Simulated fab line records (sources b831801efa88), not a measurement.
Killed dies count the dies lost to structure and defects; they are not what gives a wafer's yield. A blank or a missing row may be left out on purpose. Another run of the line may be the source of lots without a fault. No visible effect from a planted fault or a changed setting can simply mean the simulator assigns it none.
fab line records    flow sfqLine
record: lots: 5  wafers: 23
route steps=325 shown M4@160 I4@168 JJ@179 M5@206 R5@217 M6@259 I6@270
startH: start of the lot's first displayed wafer, in hours after the record's first day    waitH: hours elapsed since this lot's preceding step    " the same as in the row above    L1.1+2: several wafers, shown together as one row    - no value, or no start given    * or withheld: withheld    < > ~ a bound
route shown NAME@n: NAME is a module with steps in the file, n the number in the route of the first one    usual: mean/standard deviation of fault-free wafers    same: alike in all rows    chamber/n: place in a boat    sites: per-site readings    _std_site: the standard deviation of these    _edge_site: mean of outer sites minus mean of inner sites    radiusMm: how far each site lies from the wafer's centre    mask NAME#n: copy n    behind: the tool/chamber that last shaped the wafer    hold: the reason the lot was held/the length of the hold in hours/how it ended    device: whichever transistor did not switch (one of n, p or np)    end of line: tests run on the same wafers once the route is complete    step lacking rows: just its recipe    killed: dies that structure and defects cost at the first sort, which is not the same as the wafer's yield    map: shows each die of a wafer: x if killed, . if not, _ if none is there
set.NAME: the setting that was run; set.NAME@STEP: the one run at that earlier step    model.NAME: the simulator's own value behind a step, which no gauge read
lots where settings were altered on purpose, with a table for each step and a row for each wafer
== steps ==
step: SFQ_TRILAYER_M4_ETCH_METAL_ETCH_096
recipe: target: Nb  stopOn: SiO2  maskMaterial: PR  chemistry: Cl2/Ar  targetDepthNm: 240  icpW: 600  biasW: 80  pressureMtorr: 10  timeS: 120
lot.wafer  tool         chamber  startH  waitH  set.timeS  set.doseMj@TRILAYER_M4_LITHO_EXPOSE_094  model.M4.cdNm  model.KrF_of_TRILAYER_M4_LITHO_COAT_093.thkNm
L074.1     rieMetal-01  1        793.87  0.0    102.9      14.4                                     499.6          401.3
L074.2     "            0        "       "      120        14.4                                     499.8          382.7
L074.3     "            1        "       "      102.9      14.68                                    497.7          400.8
L074.5     "            1        "       "      120        14.68                                    497.7          380.6
L074.6     "            0        "       "      102.9      14.4                                     499.2          405.6
L077.2     rieMetal-02  0        828.77  0.0    120        13.62                                    509            383.3
L077.3     "            1        "       "      120        13.62                                    509.1          383.1
L077.4     "            0        "       "      131.8      13.62                                    509.1          368.3
L077.5     "            1        "       "      120        14.4                                     502.7          384.6
L077.6     "            0        "       "      131.8      14.4                                     499            367.8
L081.1     rieMetal-02  1        860.19  0.0    130.8      14.4                                     504.2          371
L081.2     "            0        "       "      130.8      14.4                                     501.4          370.5
L081.3     "            0        "       "      120        14.4                                     502.4          382.4
L081.4     "            1        "       "      130.8      14.4                                     502.4          370.3
L081.5     "            0        "       "      120        14.4                                     501            383.3
L082.2     rieMetal-04  1        864.99  0.0    120        14.4                                     500.5          383.9
L082.3     "            1        "       "      120        14.4                                     499.6          383.8
L082.4     "            0        "       "      120        14.4                                     500.8          389.2
L085.1     rieMetal-01  0        870.99  0.0    129.4      13.7                                     511.1          377.3
L085.2     "            1        "       "      129.4      13.7                                     508.5          369.8
L085.3     "            0        "       "      120        13.7                                     508.4          386
L085.5     "            1        "       "      120        14.4                                     500            382.1
L085.6     "            0        "       "      120        14.4                                     500.3          386.1
step: SFQ_TRILAYER_I4_VIA_LITHO_COAT_103
recipe: resist: KrF  spinRpm: 3000  resistThkNm: 650
lot.wafer  tool           chamber  startH  waitH  set.spinRpm  model.KrF_of_TRILAYER_I4_VIA_LITHO_COAT_103.thkNm
L074.1     lithoTrack-01  0        807.18  0.2    2904         664.1
L074.2     "              0        "       "      3000         654
L074.3     "              0        "       "      3000         653.2
L074.5     "              0        "       "      2904         666.2
L074.6     "              0        "       "      3000         650.7
L077.2     lithoTrack-03  0        840.23  0.2    3000         645.2
L077.3     "              0        "       "      2873         657.8
L077.4     "              0        "       "      3000         644.3
L077.5     "              0        "       "      3000         643.5
L077.6     "              0        "       "      2873         659.3
L081.1     lithoTrack-04  0        883.78  0.2    3000         651.5
L081.2     "              0        "       "      3000         652.2
L081.3     "              0        "       "      3000         647.5
L081.4+5   "              0        "       "      3000         651.2
L082.2+3   lithoTrack-04  0        886.83  0.2    3000         649
L082.4     "              0        "       "      3000         648.3
L085.1     lithoTrack-01  0        894.64  0.2    3064         643.9
L085.2     "              0        "       "      3000         648.9
L085.3     "              0        "       "      3064         643.3
L085.5     "              0        "       "      3000         650.1
L085.6     "              0        "       "      3000         649.5
step: SFQ_TRILAYER_I4_VIA_BARC_OPEN_VIA_ETCH_146
recipe: maskMaterial: PR  chemistry: O2  targetDepthNm: 125  target: BARC  sourceW: 500  biasW: 80  pressureMtorr: 30  timeS: 41.7
lot.wafer  tool        chamber  startH  waitH  set.biasW  set.spinRpm@TRILAYER_I4_VIA_LITHO_COAT_103  model.KrF_of_TRILAYER_I4_VIA_LITHO_COAT_103.thkNm
L074.1     rieDiel-02  0        903.33  0.0    71.79      2904                                        588.8
L074.2     "           2        "       "      71.79      3000                                        578.2
L074.3     "           3        "       "      80         3000                                        575.8
L074.5     "           3        "       "      71.79      2904                                        590.4
L074.6     "           0        "       "      80         3000                                        573.7
L077.2     rieDiel-01  1        920.88  0.0    80         3000                                        570
L077.3     "           2        "       "      84.96      2873                                        580.7
L077.4     "           0        "       "      84.96      3000                                        566.7
L077.5     "           0        "       "      84.96      3000                                        566
L077.6     "           3        "       "      80         2873                                        584.5
L081.1     rieDiel-02  2        949.25  0.0    80         3000                                        574.5
L081.2     "           3        "       "      83.55      3000                                        574
L081.3     "           1        "       "      83.55      3000                                        569.4
L081.4     "           0        "       "      83.55      3000                                        574.3
L081.5     "           3        "       "      80         3000                                        573
L082.2     rieDiel-01  0        952.85  0.0    80         3000                                        571
L082.3     "           1        "       "      80         3000                                        573.6
L082.4     "           3        "       "      80         3000                                        572.2
L085.1     rieDiel-02  3        961.25  0.0    76.27      3064                                        566.9
L085.2+6   "           0,2      "       "      80         3000                                        572.5
L085.3     "           2        "       "      76.27      3064                                        566.7
L085.5     "           1        "       "      76.27      3000                                        573.2
step: SFQ_TRILAYER_I4_VIA_ETCH_VIA_ETCH_106
recipe: target: SiO2  stopOn: Nb  maskMaterial: PR  taperDeg: 20  chemistry: CHF3  targetDepthNm: 260  sourceW: 500  biasW: 80  pressureMtorr: 30  timeS: withheld
lot.wafer  tool        chamber  startH  waitH  set.spinRpm@TRILAYER_I4_VIA_LITHO_COAT_103  model.KrF_of_TRILAYER_I4_VIA_LITHO_COAT_103.thkNm
L074.1     rieDiel-02  0        903.37  0.0    2904                                        544.7
L074.2     "           2        "       "      3000                                        533.6
L074.3     "           3        "       "      3000                                        530.2
L074.5     "           3        "       "      2904                                        545.2
L074.6     "           0        "       "      3000                                        529.2
L077.2     rieDiel-01  1        920.92  0.0    3000                                        526.9
L077.3     "           2        "       "      2873                                        536.8
L077.4     "           0        "       "      3000                                        522.3
L077.5     "           0        "       "      3000                                        521.1
L077.6     "           3        "       "      2873                                        540.9
L081.1     rieDiel-02  2        949.29  0.0    3000                                        529.6
L081.2     "           3        "       "      3000                                        528.3
L081.3     "           1        "       "      3000                                        524
L081.4     "           0        "       "      3000                                        530
L081.5     "           3        "       "      3000                                        527.4
L082.2     rieDiel-01  0        952.89  0.0    3000                                        525.7
L082.3     "           1        "       "      3000                                        530
L082.4     "           3        "       "      3000                                        528.3
L085.1     rieDiel-02  3        961.29  0.0    3064                                        521.2
L085.2     "           0        "       "      3000                                        528.4
L085.3     "           2        "       "      3064                                        521.6
L085.5     "           1        "       "      3000                                        528.5
L085.6     "           2        "       "      3000                                        527.5
step: SFQ_TRILAYER_JJ_TRILAYER_DEP_SPUTTER_109
recipe: material: Nb  basePressurePa: 1.33e-06  chamberPressurePa: 0.1333  substrateTempC: 20  targetThkNm: 150  powerW: 2000  timeS: 100
lot.wafer  tool           chamber  startH  waitH  set.powerW  model.Nb_of_TRILAYER_JJ_TRILAYER_DEP_SPUTTER_109.thkNm
L074.1     pvdSputter-04  -        904.29  0.0    2115        161.5
L074.2     "              -        "       "      2115        158.8
L074.3     "              -        "       "      2115        156
L074.5     "              -        "       "      2000        151
L074.6     "              -        "       "      2000        147.9
L077.2     pvdSputter-06  -        921.84  0.0    1762        133.1
L077.3     "              -        "       "      2000        150
L077.4     "              -        "       "      1762        132.5
L077.5     "              -        "       "      2000        151.6
L077.6     "              -        "       "      1762        131.7
L081.1     pvdSputter-04  -        950.21  0.0    2000        151.8
L081.2     "              -        "       "      1773        135.3
L081.3     "              -        "       "      1773        132.6
L081.4     "              -        "       "      2000        149.1
L081.5     "              -        "       "      1773        133.9
L082.2     pvdSputter-03  -        953.81  0.0    2000        149.2
L082.3     "              -        "       "      2000        150.2
L082.4     "              -        "       "      2000        150.1
L085.1     pvdSputter-04  -        962.39  0.0    2140        158.1
L085.2     "              -        "       "      2140        163.2
L085.3     "              -        "       "      2000        150.7
L085.5     "              -        "       "      2000        149.4
L085.6     "              -        "       "      2140        161.3
step: SFQ_TRILAYER_JJ_CE_LITHO_COAT_114
recipe: resist: KrF  spinRpm: 3000  resistThkNm: 600
lot.wafer  tool           chamber  startH  waitH  set.resistThkNm  model.KrF_of_TRILAYER_JJ_CE_LITHO_COAT_114.thkNm
L074.1     lithoTrack-03  0        905.94  0.2    612.6            611.4
L074.2     "              0        "       "      600              598.2
L074.3     "              0        "       "      612.6            612
L074.5     "              0        "       "      600              599.3
L074.6     "              0        "       "      600              599.1
L077.2     lithoTrack-03  0        923.54  0.2    589.6            590.4
L077.3     "              0        "       "      589.6            588.9
L077.4     "              0        "       "      589.6            589.7
L077.5     "              0        "       "      600              602
L077.6     "              0        "       "      600              600.4
L081.1     lithoTrack-03  0        951.87  0.2    626              626.3
L081.2     "              0        "       "      626              627.2
L081.3     "              0        "       "      626              624.9
L081.4     "              0        "       "      600              602.5
L081.5     "              0        "       "      600              601.3
L082.2     lithoTrack-04  0        955.52  0.2    600              600.5
L082.3     "              0        "       "      600              602
L082.4     "              0        "       "      600              600.6
L085.1     lithoTrack-04  0        964.04  0.2    628.6            628.2
L085.2     "              0        "       "      600              600.7
L085.3     "              0        "       "      600              602.1
L085.5     "              0        "       "      628.6            629.5
L085.6     "              0        "       "      600              600.2
step: SFQ_TRILAYER_JJ_CE_BARC_OPEN_RIE_150
recipe: maskMaterial: PR  chemistry: O2  targetDepthNm: 240  target: BARC  icpW: 600  biasW: 80  pressureMtorr: 10  timeS: 80
lot.wafer       tool         chamber    startH   waitH  set.pressureMtorr
L074.1+2+3+5+6  rieMetal-04  1,0,1,0,1  994.67   1.0    10
L077.2+3+4+5+6  rieMetal-04  0,1,0,1,0  1011.47  0.8    10
L081.1+2+3+4+5  rieMetal-03  1,0,1,0,0  1050.62  1.0    9.327
L082.2+3+4      rieMetal-03  1,0,1      1054.22  0.8    10
L085.1+2+3+5+6  rieMetal-03  0,1,1,0,1  1068.42  1.0    11.36
step: SFQ_TRILAYER_JJ_CE_ETCH_RIE_118
recipe: target: Nb  stopOn: Al2O3  maskMaterial: PR  taperDeg: 13.257  overEtchFrac: 0.15  timeS: 97.7  chemistry: SF6  targetDepthNm: 170  icpW: 600  biasW: 82.69  pressureMtorr: 10
lot.wafer  tool         chamber  startH   waitH  set.resistThkNm@TRILAYER_JJ_CE_LITHO_COAT_114  model.KrF_of_TRILAYER_JJ_CE_LITHO_COAT_114.thkNm
L074.1     rieMetal-04  1        994.76   0.1    612.6                                          488.4
L074.2     "            0        "        "      600                                            476
L074.3     "            1        "        "      612.6                                          489.2
L074.5     "            0        "        "      600                                            476.9
L074.6     "            1        "        "      600                                            475.9
L077.2     rieMetal-04  0        1011.56  0.1    589.6                                          469.1
L077.3     "            1        "        "      589.6                                          466.8
L077.4     "            0        "        "      589.6                                          468.6
L077.5     "            1        "        "      600                                            480.3
L077.6     "            0        "        "      600                                            479.1
L081.1     rieMetal-03  1        1050.71  0.1    626                                            499.7
L081.2     "            0        "        "      626                                            504
L081.3     "            1        "        "      626                                            497.5
L081.4     "            0        "        "      600                                            479.1
L081.5     "            0        "        "      600                                            478.4
L082.2     rieMetal-03  1        1054.31  0.1    600                                            473.5
L082.3     "            0        "        "      600                                            478.3
L082.4     "            1        "        "      600                                            473.1
L085.1     rieMetal-03  0        1068.51  0.1    628.6                                          505
L085.2     "            1        "        "      600                                            473.2
L085.3     "            1        "        "      600                                            475
L085.5     "            0        "        "      628.6                                          505.9
L085.6     "            1        "        "      600                                            472
step: SFQ_TRILAYER_M5_ETCH_METAL_ETCH_126
recipe: target: Nb  stopOn: SiO2  maskMaterial: PR  overEtchFrac: 0.15  timeS: 203.2  chemistry: Cl2/BCl3  targetDepthNm: 265  icpW: 600  biasW: 80  pressureMtorr: 10
usual: oesProductAu: 0.728/0.0064
lot.wafer  tool         chamber  startH   waitH  set.icpW  set.powerW@TRILAYER_JJ_TRILAYER_DEP_SPUTTER_109  oesProductAu  model.M5.featureDepthNm  model.etch.depthNm  model.KrF_of_TRILAYER_M5_LITHO_COAT_123.thkNm
L074.1     rieMetal-02  1        1029.64  0.0    600       2115                                             0.747         173.7                    161.5               374.6
L074.2     "            0        "        "      600       2115                                             0.746         171.1                    158.8               373.3
L074.3     "            1        "        "      600       2115                                             0.736         168.1                    156                 375.5
L074.5     "            0        "        "      600       2000                                             0.730         163.2                    151                 374.1
L074.6     "            1        "        "      600       2000                                             0.719         160                      147.9               376.8
L077.2     rieMetal-02  0        1045.24  0.0    600       1762                                             0.689         145.4                    -                   373.2
L077.3     "            1        "        "      600       2000                                             0.716         162.1                    -                   372.8
L077.4     "            0        "        "      600       1762                                             0.687         144.6                    132.5               372.2
L077.5     "            1        "        "      600       2000                                             0.740         163.8                    -                   371.8
L077.6     "            0        "        "      600       1762                                             0.690         144.1                    -                   370.6
L081.1     rieMetal-04  1        1070.44  0.0    600       2000                                             0.732         163.9                    151.8               375.4
L081.2     "            0        "        "      647.2     1773                                             0.693         149.3                    135.3               364.1
L081.3     "            0        "        "      600       1773                                             0.685         144.7                    -                   373.3
L081.4     "            1        "        "      647.2     2000                                             0.728         163.1                    149.1               364.1
L081.5     "            1        "        "      647.2     1773                                             0.691         148                      -                   364.8
L082.2     rieMetal-02  1        1074.04  0.0    600       2000                                             0.732         161.2                    149.2               374.9
L082.3     "            1        "        "      600       2000                                             0.729         162.2                    150.2               376.2
L082.4     "            0        "        "      600       2000                                             0.729         162.1                    150.1               374.8
L085.1     rieMetal-04  1        1086.04  0.0    549.3     2140                                             0.748         169.3                    -                   386.1
L085.2     "            0        "        "      600       2140                                             0.756         175.2                    -                   373.6
L085.3     "            1        "        "      549.3     2000                                             0.724         162                      -                   387.4
L085.5     "            1        "        "      600       2000                                             0.727         161.5                    -                   375.1
L085.6     "            0        "        "      600       2140                                             0.754         173.4                    -                   375.9
step: SFQ_TRILAYER_R5_LITHO_COAT_141
recipe: resist: BARC  spinRpm: 3000  resistThkNm: 62
lot.wafer  tool           chamber  startH   waitH  set.resistThkNm  model.BARC_of_TRILAYER_R5_LITHO_COAT_141.thkNm
L074.1     lithoTrack-02  0        1064.90  0.1    60.82            60.86
L074.2     "              0        "        "      62               62.02
L074.3     "              0        "        "      60.82            60.8
L074.5     "              0        "        "      62               62
L074.6     "              0        "        "      60.82            60.73
L077.2     lithoTrack-01  0        1082.95  0.1    62               62.5
L077.3     "              0        "        "      63.85            64.2
L077.4     "              0        "        "      63.85            64.24
L077.5     "              0        "        "      62               62.32
L077.6     "              0        "        "      62               62.26
L081.1     lithoTrack-04  0        1107.13  0.1    62               61.89
L081.2     "              0        "        "      63.87            63.67
L081.3     "              0        "        "      63.87            63.69
L081.4     "              0        "        "      63.87            63.75
L081.5     "              0        "        "      62               61.88
L082.2     lithoTrack-02  0        1116.88  0.1    62               62.06
L082.3     "              0        "        "      62               62.08
L082.4     "              0        "        "      62               61.93
L085.1     lithoTrack-01  0        1131.83  0.1    63.31            63.19
L085.2     "              0        "        "      63.31            63.1
L085.3     "              0        "        "      62               61.85
L085.5     "              0        "        "      62               61.88
L085.6     "              0        "        "      63.31            63.12
step: SFQ_TRILAYER_R5_LITHO_PEB_139
recipe: pebTempC: 115  pebTimeS: 60  resist: KrF
lot.wafer       tool           chamber  startH   waitH  set.pebTimeS
L074.1+2+3+5+6  lithoTrack-02  0        1183.76  1.0    60
L077.2+3+6      lithoTrack-02  0        1201.99  0.8    64.39
L077.4+5        "              0        "        "      60
L081.1+2+4      lithoTrack-02  0        1227.17  1.0    65.26
L081.3+5        "              0        "        "      60
L082.2+3+4      lithoTrack-02  0        1236.92  0.8    60
L085.1+2+3      lithoTrack-02  0        1250.09  1.0    65.74
L085.5+6        "              0        "        "      60
step: SFQ_TRILAYER_R5_LITHO_DEVELOP_138
recipe: timeS: 60  resist: KrF
step: SFQ_TRILAYER_R5_BARC_OPEN_METAL_ETCH_177
recipe: maskMaterial: PR  chemistry: O2  targetDepthNm: 125  target: BARC  icpW: 600  biasW: 80  pressureMtorr: 10  timeS: 41.7
lot.wafer  tool         chamber  startH   waitH  set.resistThkNm@TRILAYER_R5_LITHO_COAT_141  set.pebTimeS@TRILAYER_R5_LITHO_PEB_139  model.R5.cdNm  model.etch.depthNm
L074.1     rieMetal-01  0        1184.10  0.0    60.82                                       60                                      500.1          60.86
L074.2     "            1        "        "      62                                          60                                      499.9          62.02
L074.3     "            0        "        "      60.82                                       60                                      499.4          60.8
L074.5     "            1        "        "      62                                          60                                      499.7          62
L074.6     "            0        "        "      60.82                                       60                                      499.3          60.73
L077.2     rieMetal-01  0        1202.30  0.0    62                                          64.39                                   489.9          -
L077.3     "            1        "        "      63.85                                       64.39                                   489.1          -
L077.4     "            0        "        "      63.85                                       60                                      498.4          64.24
L077.5     "            0        "        "      62                                          60                                      499.6          -
L077.6     "            1        "        "      62                                          64.39                                   490.2          -
L081.1     rieMetal-04  0        1227.50  0.0    62                                          65.26                                   489.4          61.89
L081.2     "            1        "        "      63.87                                       65.26                                   489.9          63.67
L081.3     "            0        "        "      63.87                                       60                                      500.9          -
L081.4     "            1        "        "      63.87                                       65.26                                   489.6          63.75
L081.5     "            0        "        "      62                                          60                                      500.9          -
L082.2     rieMetal-02  1        1237.23  0.0    62                                          60                                      499.7          62.06
L082.3     "            1        "        "      62                                          60                                      501            62.08
L082.4     "            0        "        "      62                                          60                                      498.4          61.93
L085.1     rieMetal-02  0        1250.43  0.0    63.31                                       65.74                                   486.7          -
L085.2     "            1        "        "      63.31                                       65.74                                   487.3          -
L085.3     "            1        "        "      62                                          65.74                                   487.3          -
L085.5     "            1        "        "      62                                          60                                      499.2          -
L085.6     "            0        "        "      63.31                                       60                                      497.6          -
step: SFQ_TRILAYER_M6_LITHO_PEB_162
recipe: pebTempC: 115  pebTimeS: 60  resist: KrF
lot.wafer       tool           chamber  startH   waitH  set.pebTimeS
L074.1+2+3+5+6  lithoTrack-02  0        1446.50  1.0    60
L077.2+3+4+5+6  lithoTrack-01  0        1468.25  0.8    60
L081.1+2+5      lithoTrack-03  0        1500.75  1.0    60
L081.3+4        "              0        "        "      62.42
L082.2+3+4      lithoTrack-01  0        1501.98  0.8    60
L085.1+2+5      lithoTrack-02  0        1518.75  1.0    53.61
L085.3+6        "              0        "        "      60
step: SFQ_TRILAYER_M6_BARC_OPEN_METAL_ETCH_206
recipe: maskMaterial: PR  chemistry: O2  targetDepthNm: 125  target: BARC  icpW: 600  biasW: 80  pressureMtorr: 10  timeS: 41.7
lot.wafer  tool         chamber  startH   waitH  set.icpW  set.pebTimeS@TRILAYER_M6_LITHO_PEB_162  model.M6.cdNm  model.KrF_of_TRILAYER_M6_LITHO_COAT_159.thkNm
L074.1     rieMetal-04  1        1446.84  0.0    600       60                                      500.7          521.7
L074.2     "            0        "        "      559.5     60                                      500.9          529.8
L074.3     "            0        "        "      559.5     60                                      501            526.6
L074.5     "            1        "        "      559.5     60                                      501.7          528
L074.6     "            0        "        "      600       60                                      501.3          524.4
L077.2     rieMetal-02  0        1468.56  0.0    575       60                                      500            523
L077.3     "            1        "        "      575       60                                      499            524.1
L077.4     "            0        "        "      600       60                                      499.6          524.8
L077.5     "            0        "        "      600       60                                      500.8          521.5
L077.6     "            1        "        "      600       60                                      499.8          522
L081.1     rieMetal-03  1        1501.09  0.0    600       60                                      499.5          519.5
L081.2     "            0        "        "      541.5     60                                      498.6          526.5
L081.3     "            1        "        "      600       62.42                                   494.8          519
L081.4     "            0        "        "      541.5     62.42                                   494.2          525.7
L081.5     "            0        "        "      541.5     60                                      498.7          524.7
L082.2     rieMetal-02  1        1502.29  0.0    600       60                                      499.3          521.2
L082.3     "            0        "        "      600       60                                      501.2          520.7
L082.4     "            1        "        "      600       60                                      500.2          520.4
L085.1     rieMetal-02  1        1519.09  0.0    574.2     53.61                                   515.2          527.9
L085.2     "            0        "        "      574.2     53.61                                   515.4          527.7
L085.3     "            1        "        "      574.2     60                                      498.1          525.7
L085.5     "            0        "        "      600       53.61                                   516.7          525.5
L085.6     "            1        "        "      600       60                                      499.2          523.9
step: SFQ_TRILAYER_M6_ETCH_METAL_ETCH_162
recipe: target: Nb  stopOn: SiO2  maskMaterial: PR  chemistry: Cl2/Ar  targetDepthNm: 240  icpW: 600  biasW: 80  pressureMtorr: 10  timeS: 120
lot.wafer  tool         chamber  startH   waitH  set.pebTimeS@TRILAYER_M6_LITHO_PEB_162  model.M6.cdNm
L074.1     rieMetal-04  1        1446.90  0.0    60                                      502.3
L074.2     "            0        "        "      60                                      501.4
L074.3     "            0        "        "      60                                      501.2
L074.5     "            1        "        "      60                                      504.1
L074.6     "            0        "        "      60                                      502
L077.2     rieMetal-02  0        1468.62  0.0    60                                      500.8
L077.3     "            1        "        "      60                                      500.3
L077.4     "            0        "        "      60                                      499.6
L077.5     "            0        "        "      60                                      501.1
L077.6     "            1        "        "      60                                      500.2
L081.1     rieMetal-03  1        1501.15  0.0    60                                      498.3
L081.2     "            0        "        "      60                                      497.9
L081.3     "            1        "        "      62.42                                   494.4
L081.4     "            0        "        "      62.42                                   494.3
L081.5     "            0        "        "      60                                      499.2
L082.2     rieMetal-02  1        1502.35  0.0    60                                      499.6
L082.3     "            0        "        "      60                                      502.5
L082.4     "            1        "        "      60                                      500.5
L085.1     rieMetal-02  1        1519.15  0.0    53.61                                   514.3
L085.2     "            0        "        "      53.61                                   517.1
L085.3     "            1        "        "      60                                      496.7
L085.5     "            0        "        "      53.61                                   517.6
L085.6     "            1        "        "      60                                      498.3
step: SFQ_TRILAYER_I6_VIA_LITHO_COAT_174
recipe: resist: BARC  spinRpm: 3000  resistThkNm: 62
lot.wafer  tool           chamber  startH   waitH  set.resistThkNm  model.BARC_of_TRILAYER_I6_VIA_LITHO_COAT_174.thkNm
L074.1     lithoTrack-04  0        1452.20  1.0    60.94            60.82
L074.2     "              0        "        "      62               61.99
L074.3     "              0        "        "      60.94            60.86
L074.5     "              0        "        "      60.94            60.94
L074.6     "              0        "        "      62               61.97
L077.2     lithoTrack-02  0        1474.57  0.8    62               61.87
L077.3     "              0        "        "      62               61.84
L077.4     "              0        "        "      62               61.92
L077.5     "              0        "        "      62               61.8
L077.6     "              0        "        "      62               61.73
L081.1     lithoTrack-02  0        1506.45  1.0    59.57            59.48
L081.2     "              0        "        "      59.57            59.53
L081.3     "              0        "        "      62               61.75
L081.4     "              0        "        "      62               62
L081.5     "              0        "        "      62               61.95
L082.2+4   lithoTrack-01  0        1507.70  0.8    62               62.32
L082.3     "              0        "        "      62               62.31
L085.1     lithoTrack-04  0        1524.46  1.0    62               61.86
L085.2     "              0        "        "      62               61.97
L085.3     "              0        "        "      65.42            65.51
L085.5     "              0        "        "      65.42            65.57
L085.6     "              0        "        "      65.42            65.58
== key ==
split: step: SFQ_TRILAYER_M4_ETCH_METAL_ETCH_096  setting: timeS  stated: 120  by: wafer
response: step: SFQ_TRILAYER_M4_ETCH_METAL_ETCH_096  reading: model.KrF_of_TRILAYER_M4_LITHO_COAT_093.thkNm  change: -1.47  per: 1%  r: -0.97
split: step: SFQ_TRILAYER_I4_VIA_LITHO_COAT_103  setting: spinRpm  stated: 3000  by: wafer
response: step: SFQ_TRILAYER_I4_VIA_LITHO_COAT_103  reading: model.KrF_of_TRILAYER_I4_VIA_LITHO_COAT_103.thkNm  change: -3.45  per: 1%  r: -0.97
response: step: SFQ_TRILAYER_I4_VIA_BARC_OPEN_VIA_ETCH_146  reading: model.KrF_of_TRILAYER_I4_VIA_LITHO_COAT_103.thkNm  change: -3.67  per: 1%  r: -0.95
response: step: SFQ_TRILAYER_I4_VIA_ETCH_VIA_ETCH_106  reading: model.KrF_of_TRILAYER_I4_VIA_LITHO_COAT_103.thkNm  change: -3.79  per: 1%  r: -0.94
split: step: SFQ_TRILAYER_I4_VIA_BARC_OPEN_VIA_ETCH_146  setting: biasW  stated: 80  by: wafer
response none clear
split: step: SFQ_TRILAYER_JJ_TRILAYER_DEP_SPUTTER_109  setting: powerW  stated: 2000  by: wafer
response: step: SFQ_TRILAYER_JJ_TRILAYER_DEP_SPUTTER_109  reading: model.Nb_of_TRILAYER_JJ_TRILAYER_DEP_SPUTTER_109.thkNm  change: +1.52  per: 1%  r: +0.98
response: step: SFQ_TRILAYER_M5_ETCH_METAL_ETCH_126  reading: oesProductAu  change: +0.00347  per: 1%  r: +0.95
response: step: SFQ_TRILAYER_M5_ETCH_METAL_ETCH_126  reading: model.M5.featureDepthNm  change: +1.51  per: 1%  r: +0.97
response: step: SFQ_TRILAYER_M5_ETCH_METAL_ETCH_126  reading: model.etch.depthNm  change: +1.43  per: 1%  r: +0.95
split: step: SFQ_TRILAYER_JJ_CE_LITHO_COAT_114  setting: resistThkNm  stated: 600  by: wafer
response: step: SFQ_TRILAYER_JJ_CE_LITHO_COAT_114  reading: model.KrF_of_TRILAYER_JJ_CE_LITHO_COAT_114.thkNm  change: +5.83  per: 1%  r: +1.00
response: step: SFQ_TRILAYER_JJ_CE_ETCH_RIE_118  reading: model.KrF_of_TRILAYER_JJ_CE_LITHO_COAT_114.thkNm  change: +5.99  per: 1%  r: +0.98
split: step: SFQ_TRILAYER_JJ_CE_BARC_OPEN_RIE_150  setting: pressureMtorr  stated: 10  by: lot
response none clear
split: step: SFQ_TRILAYER_M5_ETCH_METAL_ETCH_126  setting: icpW  stated: 600  by: wafer
response: step: SFQ_TRILAYER_M5_ETCH_METAL_ETCH_126  reading: model.KrF_of_TRILAYER_M5_LITHO_COAT_123.thkNm  change: -1.34  per: 1%  r: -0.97
split: step: SFQ_TRILAYER_R5_LITHO_COAT_141  setting: resistThkNm  stated: 62  by: wafer
response: step: SFQ_TRILAYER_R5_LITHO_COAT_141  reading: model.BARC_of_TRILAYER_R5_LITHO_COAT_141.thkNm  change: +0.614  per: 1%  r: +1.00
response: step: SFQ_TRILAYER_R5_BARC_OPEN_METAL_ETCH_177  reading: model.etch.depthNm  change: +0.617  per: 1%  r: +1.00
split: step: SFQ_TRILAYER_R5_LITHO_PEB_139  setting: pebTimeS  stated: 60  by: wafer
response: step: SFQ_TRILAYER_R5_BARC_OPEN_METAL_ETCH_177  reading: model.R5.cdNm  change: -1.24  per: 1%  r: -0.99
split: step: SFQ_TRILAYER_M6_LITHO_PEB_162  setting: pebTimeS  stated: 60  by: wafer
response: step: SFQ_TRILAYER_M6_BARC_OPEN_METAL_ETCH_206  reading: model.M6.cdNm  change: -1.54  per: 1%  r: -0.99
response: step: SFQ_TRILAYER_M6_ETCH_METAL_ETCH_162  reading: model.M6.cdNm  change: -1.67  per: 1%  r: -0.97
split: step: SFQ_TRILAYER_M6_BARC_OPEN_METAL_ETCH_206  setting: icpW  stated: 600  by: wafer
response: step: SFQ_TRILAYER_M6_BARC_OPEN_METAL_ETCH_206  reading: model.KrF_of_TRILAYER_M6_LITHO_COAT_159.thkNm  change: -0.621  per: 1%  r: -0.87
split: step: SFQ_TRILAYER_I6_VIA_LITHO_COAT_174  setting: resistThkNm  stated: 62  by: wafer
response: step: SFQ_TRILAYER_I6_VIA_LITHO_COAT_174  reading: model.BARC_of_TRILAYER_I6_VIA_LITHO_COAT_174.thkNm  change: +0.643  per: 1%  r: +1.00
split outsideThisFile step=SFQ_TRILAYER_M4_LITHO_EXPOSE_094 setting=doseMj
split outsideThisFile: this setting was split too, and the file shows its column; the key of that split is in another file
